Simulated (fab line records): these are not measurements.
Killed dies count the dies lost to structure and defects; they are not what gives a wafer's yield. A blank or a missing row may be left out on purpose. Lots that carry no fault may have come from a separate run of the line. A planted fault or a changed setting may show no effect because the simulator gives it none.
A single fault, viewed from 2 desks / flow sky130 / numbers are kept per desk, each desk with only its own; the story behind them comes last

== FOR THE TOOL OWNER'S DESK: plasma-asher-03 ==
The tool's own readings at SKY_VT_ADJUST_LVTN_STRIP_20 (strips in O2/N2): means of the sampled wafers that have a number, for each lot that ran on this tool. Any lot whose mean is over 4 standard deviations away from the usual mean is out of limits and marked OUT; that distance is given in the brackets.
Columns: A = drypump-motor-current-A at SKY_VT_ADJUST_LVTN_STRIP_20, usual 6.1 A; B = oes-product-au at SKY_VT_ADJUST_LVTN_STRIP_20, usual 0.716 a.u.; C = strip-time-to-endpoint-s at SKY_VT_ADJUST_LVTN_STRIP_20, usual 14.17 s
lot=L591; first seen here=day 8 02:07; A=6.4; B=0.719; C=14.20
lot=L597; first seen here=day 9 15:59; A=6.4; B=0.927 (+47) OUT; C=-
lot=L609; first seen here=day 13 00:45; A=6.4; B=0.713; C=14.13
lot=L610; first seen here=day 13 12:29; A=6.8; B=0.718; C=14.17
This desk's finding: out of limits on L597; first on L597, day 9 15:59 (oes-product-au at SKY_VT_ADJUST_LVTN_STRIP_20). L591, L609, L610: within limits.

== METROLOGY DESK ==
Lot by lot, what the gauges showed, no matter which tool ran the lot: averages of those sampled wafers that carry a number. Any lot whose mean is over 4 standard deviations away from the usual mean is out of limits and marked OUT; that distance is given in the brackets.
Columns: A = NWELL_01_OVL at SKY_NWELL_OVL_MEAS_23, usual -0.5 nm; B = VT_ADJUST_NCORE_TW at SKY_VT_ADJUST_NCORE_TW_MEAS_11, usual 218; C = SONOS_ONO_OXIDATION_THK at SKY_SONOS_ONO_THK_MEAS_01, usual 2.60 nm; D = GATE_OXIDE_TW at SKY_GATE_OXIDE_TW_MEAS_14, usual 225
lot=L591; first seen here=day 5 15:52; A=-1.9; B=216; C=2.59; D=228
lot=L592; first seen here=day 5 19:47; A=-1.2; B=216; C=2.58; D=221
lot=L593; first seen here=day 6 03:30; A=-0.5; B=218; C=2.58; D=228
lot=L594; first seen here=day 6 09:17; A=0.8; B=216; C=2.48; D=221
lot=L596; first seen here=day 6 18:57; A=-2.2; B=216; C=2.55; D=221
lot=L597; first seen here=day 7 01:19; A=0.3; B=30 (-63) OUT; C=2.55; D=225
lot=L599; first seen here=day 7 18:54; A=-0.3; B=216; C=2.61; D=223
lot=L603; first seen here=day 8 10:30; A=-1.4; B=216; C=2.61; D=223
lot=L608; first seen here=day 9 22:43; A=0.3; B=216; C=2.70; D=229
lot=L609; first seen here=day 10 01:42; A=0.7; B=223; C=2.73; D=230
lot=L610; first seen here=day 10 11:12; A=-0.0; B=215; C=2.63; D=224
lot=L612; first seen here=day 10 19:57; A=-0.5; B=223; C=2.70; D=224
lot=L613; first seen here=day 11 01:04; A=-0.2; B=223; C=2.55; D=221
This desk's finding: out of limits on L597; first on L597, day 10 14:55 (VT_ADJUST_NCORE_TW at SKY_VT_ADJUST_NCORE_TW_MEAS_11). L591, L592, L593, L594, L596, L599, L603, L608, L609, L610, L612, L613: within limits.

== TAKEN TOGETHER ==
At day 9 15:59, on L597, the tool owner's desk was in a position to raise an alarm.
The metrology desk could have raised an alarm at day 10 14:55, on L597.
Of the lots named, all ran SKY_VT_ADJUST_LVTN_STRIP_20 on plasma-asher-03.

== WHAT WAS PUT IN BY THE SIMULATOR ==
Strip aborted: plasma-asher-03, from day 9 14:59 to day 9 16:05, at SKY_VT_ADJUST_LVTN_STRIP_20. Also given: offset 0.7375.
Shown lots that were struck: L597.
Fault start to first reading out of limits, in hours, per desk: tool owner, 1; metrology, 24.
